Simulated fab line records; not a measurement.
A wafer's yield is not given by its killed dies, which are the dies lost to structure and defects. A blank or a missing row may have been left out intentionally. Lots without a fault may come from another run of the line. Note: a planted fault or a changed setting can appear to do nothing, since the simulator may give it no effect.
Which tool was responsible?    flow gf180mcu    Sampling: 12 lots, 36 wafers, 2 of 602 route steps

== WHAT EACH GAUGE READ, for each wafer ==
GF_V1_BOW_MEAS_05. Usual: for V1_BOW the level is 82 um and the standard deviation is 6.8.
lot   measured      on             V1_BOW (um)  flag
L588  day 17 10:25  film-metro-03  75 72 84     
L589  day 17 22:06  film-metro-03  81 81 89     
L590  day 18 08:41  film-metro-02  86 82 87     
L591  day 18 18:16  film-metro-02  81 74 80     
L592  day 19 03:48  film-metro-02  88 83 81     
L597  day 21 00:18  film-metro-02  90 97 80     
L599  day 21 18:09  film-metro-02  80 81 77     
L600  day 22 00:01  film-metro-04  91 84 87     
L601  day 22 11:26  film-metro-03  69 66 70     
L603  day 22 22:23  film-metro-03  77 87 92     
L604  day 23 08:50  film-metro-04  83 77 69     
L610  day 25 11:55  film-metro-02  83 91 87     

== EACH LOT AND THE TOOL THAT RAN IT (in order: tool; ch and the chambers of the sampled wafers; start) ==
lot   GF_M1_STRIP_17
L588  plasma-asher-03 ch 1, day 17 09:03
L589  plasma-asher-03 ch 0,1, day 17 20:51
L590  plasma-asher-01 ch 0,1, day 18 07:34
L591  plasma-asher-03 ch 0,1, day 18 17:08
L592  plasma-asher-01 ch 0,1, day 19 02:42
L597  plasma-asher-04 ch 0,1, day 20 23:08
L599  plasma-asher-01 ch 0,1, day 21 17:02
L600  plasma-asher-01 ch 0,1, day 21 22:44
L601  plasma-asher-01 ch 0,1, day 22 10:20
L603  plasma-asher-03 ch 0,1, day 22 21:17
L604  plasma-asher-04 ch 0,1, day 23 07:42
L610  plasma-asher-03 ch 0,1, day 25 10:45
- GF_M1_STRIP_17: strips in O2/N2.

== WHAT THE TOOLS THEMSELVES READ (means of the sampled wafers that have a number; where no wafer has one, the mark that the record gives instead) ==
GF_M1_STRIP_17. Usual: drypump-motor-current-A 5.8 A, standard deviation 0.43; heater-power-w 336 W, standard deviation 30; o2-flow-sccm 3000 sccm, standard deviation 9.8; oes-product-au 0.558 a.u., standard deviation 0.0054; strip-time-to-endpoint-s 7.87 s, standard deviation 0.065.
lot   tool             drypump-motor-current-A (A)  heater-power-w (W)  o2-flow-sccm (sccm)  oes-product-au (a.u.)  strip-time-to-endpoint-s (s)  flag
L588  plasma-asher-03  5.4                          357                 2992                 0.556                  7.88                          
L589  plasma-asher-03  6.1                          323                 3002                 0.565                  7.96                          
L590  plasma-asher-01  5.9                          333                 2998                 0.556                  7.88                          
L591  plasma-asher-03  5.8                          340                 2998                 0.554                  7.87                          
L592  plasma-asher-01  6.0                          329                 2989                 0.563                  7.97                          
L597  plasma-asher-04  5.3                          345                 2996                 0.552                  7.84                          
L599  plasma-asher-01  5.9                          326                 3002                 0.556                  7.88                          
L600  plasma-asher-01  5.9                          314                 3007                 0.551                  7.78                          
L601  plasma-asher-01  5.9                          330                 3003                 0.558                  7.89                          
L603  plasma-asher-03  6.2                          324                 3000                 0.555                  7.82                          
L604  plasma-asher-04  5.3                          364                 2997                 0.554                  7.83                          
L610  plasma-asher-03  5.8                          340                 3000                 0.560                  7.87                          

== THE ANSWER, worked out from the rows above alone ==
Rule: lot off if the mean of its wafers having a number is beyond 3 standard deviations from the usual mean. A lot without any number at a reading at which 4 lots or more have one is off too. The other lots that the step has rows for count as sound. The gauges are gone through in route order, then the tools' own readings, and for those a lot's mean is taken as printed above. At the first step where some lot is off, the reading lying furthest off is the one used; lots without a number count as furthest.
Across all readings shown, no lot is off: no conclusion can be drawn from this.

== WHAT WAS PUT IN BY THE SIMULATOR ==
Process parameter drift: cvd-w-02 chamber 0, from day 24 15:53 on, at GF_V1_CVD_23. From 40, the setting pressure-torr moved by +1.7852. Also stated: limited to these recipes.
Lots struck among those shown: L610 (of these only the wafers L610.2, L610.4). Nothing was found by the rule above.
